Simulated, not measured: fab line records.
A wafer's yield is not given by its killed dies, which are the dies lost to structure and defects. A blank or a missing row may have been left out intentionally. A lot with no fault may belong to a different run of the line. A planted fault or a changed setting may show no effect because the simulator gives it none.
One fault through the eyes of 2 desks | flow gf180mcu | every desk sees just its own numbers, and what lay behind them comes last

DESK OF THE TOOL OWNER: pvd-sputter-03
The tool's own readings at GF_M3_SPUTTER_02 (material AlCu, target thk 450 nm, time 23.9 s): means of the sampled wafers that have a number, for each lot that ran on this tool. The brackets show how far a lot's mean lies from the usual mean; more than 4 standard deviations puts the lot out of limits, marked OUT.
Columns: A = throttle-valve-pct at GF_M3_SPUTTER_02, usual 29.5 %
lot  | first seen here | A
L816 | day 20 13:16    | 29.9
L817 | day 21 04:51    | 28.7
L821 | day 22 13:57    | 29.4
L823 | day 23 22:15    | 29.5
L824 | day 24 03:10    | 30.0
L827 | day 25 12:48    | 29.4
L836 | day 27 17:45    | 28.8
L835 | day 27 20:27    | 28.9
L837 | day 28 08:42    | 28.9
This desk found nothing out of limits on any of the 9 lots.

METROLOGY DESK
Means of the sampled wafers that have a number, per lot and without regard to the tool the lot ran on: this is what the gauges read. The brackets show how far a lot's mean lies from the usual mean; more than 4 standard deviations puts the lot out of limits, marked OUT.
Columns: A = M2_OVL at GF_M2_OVL_MEAS_15, usual 2 nm; B = M3_ALCU_RS at GF_M3_RS_MEAS_05, usual 0.0696 ohm/sq; C = M3_ALCU_THK at GF_M3_THK_MEAS_06, usual 451 nm
lot  | first seen here | A  | B                | C
L814 | day 18 18:32    | 1  | 0.0699           | 450
L816 | day 19 10:50    | 5  | 0.0695           | 453
L817 | day 20 02:26    | 2  | 0.0688           | 454
L820 | day 21 06:05    | 5  | 0.0690           | 460
L821 | day 21 12:02    | -6 | 0.0696           | 450
L822 | day 22 05:59    | 3  | 0.0706           | 445
L823 | day 22 20:50    | 11 | 0.0698           | 447
L824 | day 23 01:26    | 2  | 0.0691           | 453
L827 | day 24 11:44    | 4  | 0.0698           | 448
L836 | day 26 18:44    | 7  | 0.0778 (+10) OUT | 412 (-6.7) OUT
L835 | day 26 22:08    | -0 | 0.0860 (+21) OUT | 373 (-13) OUT
L837 | day 27 09:44    | 2  | 0.0794 (+12) OUT | 405 (-8.0) OUT
This desk finds L835, L836, L837 out of limits, with the earliest case on L836 at day 27 17:52 (M3_ALCU_RS at GF_M3_RS_MEAS_05). L814, L816, L817, L820, L821, L822, L823, L824, L827: within limits.

TAKEN TOGETHER
L835, L836, L837 would have let the metrology desk raise an alarm at day 27 17:52.
Nothing out of limits was seen by the tool owner's desk.
On record at the tool owner's desk: L835, L836, L837, within its limits.
GF_M3_SPUTTER_02 was run on pvd-sputter-03 by each of the lots named.

WHAT THE SIMULATOR PUT IN
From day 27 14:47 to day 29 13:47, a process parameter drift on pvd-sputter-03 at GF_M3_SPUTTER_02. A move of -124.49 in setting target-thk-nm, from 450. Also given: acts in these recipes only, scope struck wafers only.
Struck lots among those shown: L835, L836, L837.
Hours from the fault's start to each desk's first reading out of limits: the metrology desk, 3.
